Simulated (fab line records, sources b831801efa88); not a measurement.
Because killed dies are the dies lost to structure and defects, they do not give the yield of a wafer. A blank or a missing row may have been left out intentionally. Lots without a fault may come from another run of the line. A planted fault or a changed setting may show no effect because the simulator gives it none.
Chamber matching -- flow sfq_line -- SFQ_TRILAYER_C5_BARC_OPEN_VIA_ETCH_210 on rie_diel-03 has 4 sister chambers
The step etches BARC in O2, target depth 125 nm, time 41.7 s. 8 wafers are shown with their chamber, then 8 later ones without.

WAFERS WITH THEIR CHAMBER
wafer,chamber,drypump_motor_current_A (A),oes_product_au (a.u.)
L774.5,0,5.8,0.682
L782.5,0,5.8,0.683
L784.3,2,5.1,0.680
L784.6,3,5.5,0.687
L785.2,2,5.2,0.686
L785.3,1,5.9,0.684
L785.6,3,5.5,0.678
L791.2,1,5.9,0.686

WAFERS WITH NO CHAMBER GIVEN
wafer,drypump_motor_current_A (A),oes_product_au (a.u.)
L791.5,5.9,0.684
L791.6,5.5,0.692
L792.2,5.5,0.691
L792.4,5.5,0.685
L792.6,5.1,0.685
L794.3,5.9,0.679
L794.4,5.8,0.684
L794.6,5.2,0.682

EACH ONE'S CHAMBER
wafer,from the rows above,in truth
L791.5,1,1
L791.6,3,3
L792.2,3,3
L792.4,3,3
L792.6,2,2
L794.3,can't be placed: 1 or 0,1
L794.4,0,0
L794.6,2,2
Correct placement for 7 of the 8. Cannot be placed on the basis of these rows: 1; the candidates contain the true chamber in 1. Wrongly placed: 0.
How it was worked out, from the rows above alone: a wafer's distance from a chamber is the root of the sum, over the readings, of the square of ((its reading less the chamber's mean) divided by the reading's scatter). The wafer belongs to the nearest chamber; if the next one is less than 2 further off, it can't be placed. The mean given for a chamber averages the wafers shown for that chamber. How the scatter is found: for the shown wafers, subtract from each reading the mean of its chamber, square and add these, divide the total by (wafers less chambers), then take the root.
